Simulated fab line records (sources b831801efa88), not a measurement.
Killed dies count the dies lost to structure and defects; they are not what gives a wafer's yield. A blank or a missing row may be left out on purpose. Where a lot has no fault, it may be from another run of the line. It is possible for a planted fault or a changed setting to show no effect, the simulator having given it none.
A lot that was struck, set against a sound lot | flow gf180mcu | 15 out of 602 route steps
Sound: these wafers, L277.1, L277.2, L277.3. Struck: wafer L286.5. (L286.1 of the same lot was not struck and is left out.) The cause comes at the end.
Each step with rows lists, per side, the tool, then ch with its chambers, then its first start. Under that, the readings that differ: sound wafers | struck wafers | difference of the means | sigmas: that difference in standard deviations of wafers without a fault.
alike: readings whose means differ by less than 2 such deviations, and words and numbers that are the same on both sides. not compared: withheld readings, readings that some wafer has no value for, bounds like >300 that may hide the same value, and numbers for which the record gives no deviation and whose values overlap.
The two part at a step that has a row with sigmas, a row that says differs or no value, or rows on one side only. When numbers do not overlap yet have no deviation, they are printed without sigmas and do not part them. A reading missing from all wafers of one side parts the sides only when that side holds two or more wafers.

GF_V2_CD_MEAS_14: the cd target is 260 nm.
  struck on cd_sem-02, day 26 11:45; sound on cd_sem-02, day 22 21:34
  alike: cd_nm
GF_V2_OVL_MEAS_15:
  struck on overlay-02, day 26 11:52; sound on overlay-02, day 22 21:41
  alike: V2_OVL
then, 1 step without rows for these wafers: GF_V2_ETCH_16 (etches BARC in N2/H2).
GF_V2_ETCH_17: etches SiO2 in C4F8/O2/Ar, stops on TiN, target depth 630 nm.
  sound: rie_diel-03 ch 0,1,2; struck: rie_diel-01 ch 2
  alike: oes_product_au
then, 3 steps without rows for these wafers: GF_V2_STRIP_18 (strips in O2/N2); GF_V2_STRIP_19 (strips in post etch residue remover, time 1200 s); GF_V2_CLEAN_20 (cleans in DIW).
GF_V2_SPUTTER_21: material Ti, target thk 15 nm, time 80.02 s.
  struck on pvd_sputter-01, day 26 12:38; sound on pvd_sputter-01, day 22 22:25
  alike: throttle_valve_pct
GF_V2_SPUTTER_22: material TiN, target thk 10 nm, time 40 s.
  struck on pvd_sputter-01, day 26 12:41; sound on pvd_sputter-01, day 22 22:28
  alike: throttle_valve_pct
GF_V2_CVD_23: deposits W, target thk 350 nm, time 104.94 s.
  sound on cvd_w-02 ch 0,1, day 22 22:31; struck on cvd_w-01 ch 0, day 26 12:44
  alike: heater_power_w
  not compared: since_wet_clean_h
GF_V2_RS_MEAS_24: measures by four-point-probe.
  struck on film_metro-01, day 26 12:55; sound on film_metro-02, day 22 22:37
  alike: V2_W_RS
GF_V2_THK_MEAS_25: measures by xrf.
  struck on film_metro-01, day 26 13:02; sound on film_metro-02, day 22 22:44
  alike: V2_W_THK
GF_V2_CMP_26: polishes, stops on SiO2, t overpolish 15 s, target thk 0 nm.
  sound on cmp-02 ch 0,1,2, day 22 22:48; struck on cmp-02 ch 0, day 26 13:28
  reading                      | sound             | struck | difference | sigmas
  retaining_ring_pressure_frac | 1.002 0.999 0.997 | 1.010  | +0.011     | +2
  time_to_endpoint_s (s)       | 83 88 87          | 42     | -44        | -10
  alike: motor_current_A, overpolish_run_s, slurry_flow_ml_min
GF_M3_SPUTTER_00: material Ti, target thk 37.5 nm, time 150 s.
  struck on pvd_sputter-04, day 26 13:43; sound on pvd_sputter-03, day 22 23:06
  alike: throttle_valve_pct
GF_PASSIVATION_PROBE_99:
  the record has rows for the sound wafers here (prober-02, day 31 04:59) and none for the struck ones

## WHERE THEY PART
Last at GF_PASSIVATION_PROBE_99 as far as this record goes, first at GF_V2_CMP_26.

WHY: what had been put in by the simulator
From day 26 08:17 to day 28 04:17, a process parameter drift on cmp-02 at GF_V2_CMP_26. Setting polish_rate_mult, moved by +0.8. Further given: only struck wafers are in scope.
